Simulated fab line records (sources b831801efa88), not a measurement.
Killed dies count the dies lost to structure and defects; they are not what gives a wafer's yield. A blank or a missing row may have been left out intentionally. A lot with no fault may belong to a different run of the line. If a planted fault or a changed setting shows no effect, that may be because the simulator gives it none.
Struck lot and sound lot, side by side	flow gf180mcu	14 out of 602 route steps
Sound: wafers L129.2, L129.4, L129.5. The struck wafers were L140.3, L140.4, L140.5. Last of all comes the cause.
Per side, at each step with rows, come the tool, then ch with its chambers, and then its first start. Under that, the readings that differ: sound wafers	struck wafers	difference of the means	sigmas: that difference in standard deviations of wafers without a fault.
alike: readings with means less than 2 such deviations apart, plus words and numbers identical on both sides. not compared: withheld readings, readings lacking a value on some wafer, bounds such as >300 that could conceal the same value, and numbers that have no deviation in the record and whose values overlap.
A row with sigmas, a row that says differs or no value, or rows on one side alone: a step with any of these is where the two part. Numbers that don't overlap but have no deviation are shown without sigmas and don't part them. A reading missing from all wafers of one side parts the sides only when that side holds two or more wafers.

first, 6 steps without rows for these wafers: GF_PSD_HMDS_01 (prime time 60 s); GF_PSD_COAT_02 (resist thk 1000 nm); GF_PSD_SOFTBAKE_03 (time 60 s); GF_PSD_EXPOSE_04 (exposes mask Pplus, target cd 400 nm); GF_PSD_PEB_05; GF_PSD_DEVELOP_06 (develop time 60 s).
GF_PSD_CD_MEAS_07 targets a cd of 400 nm.
  struck on cd_sem-02, day 19 15:18; sound on cd_sem-02, day 14 22:58
  alike: cd_nm
GF_PSD_OVL_MEAS_08:
  struck on overlay-02, day 19 15:23; sound on overlay-01, day 14 23:04
  alike: PSD_OVL
then, 1 step without rows for these wafers: GF_PSD_IMPLANT_09.
GF_PSD_STRIP_10: strips in O2/N2.
  sound on plasma_asher-04 ch 0,1, day 14 23:14; struck on plasma_asher-04 ch 0,1, day 19 15:36
  alike: drypump_motor_current_A, heater_power_w, n2_flow_sccm, oes_product_au, strip_time_to_endpoint_s
  not compared: rf_hours_counter_h
GF_PSD_TW_MEAS_11:
  struck on film_metro-01, day 19 15:41; sound on film_metro-01, day 14 23:21
  alike: PSD_TW
then, 1 step without rows for these wafers: GF_PSD_CLEAN_12 (cleans in SC1/SC2, time 150 s).
GF_PSD_RTA_13: time 20 s.
  sound on rtp_anneal-01 ch 0, day 14 23:28; struck on rtp_anneal-01 ch 0, day 19 15:48
reading	sound	struck	difference	sigmas
run_length_s (s)	48.6 48.5 48.6	72.8 72.8 72.9	+24.3	+44
  alike: lamp_power_pct, wafer_temp_C_max
GF_PSD_RS_MEAS_14: measurement is done with a four-point probe.
  struck on film_metro-01, day 19 16:11; sound on film_metro-03, day 14 23:34
reading	sound	struck	difference	sigmas
NSD_RS (ohm/sq)	46.07 46.05 46.18	41.84 41.84 41.84	-4.26	-51
  not compared: hold

== WHERE THEY PART ==
At GF_PSD_RTA_13 first; at GF_PSD_RS_MEAS_14 last (within this record only).

WHY: what had been put in by the simulator
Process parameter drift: rtp_anneal-01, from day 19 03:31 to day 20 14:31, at GF_PSD_RTA_13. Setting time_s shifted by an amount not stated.
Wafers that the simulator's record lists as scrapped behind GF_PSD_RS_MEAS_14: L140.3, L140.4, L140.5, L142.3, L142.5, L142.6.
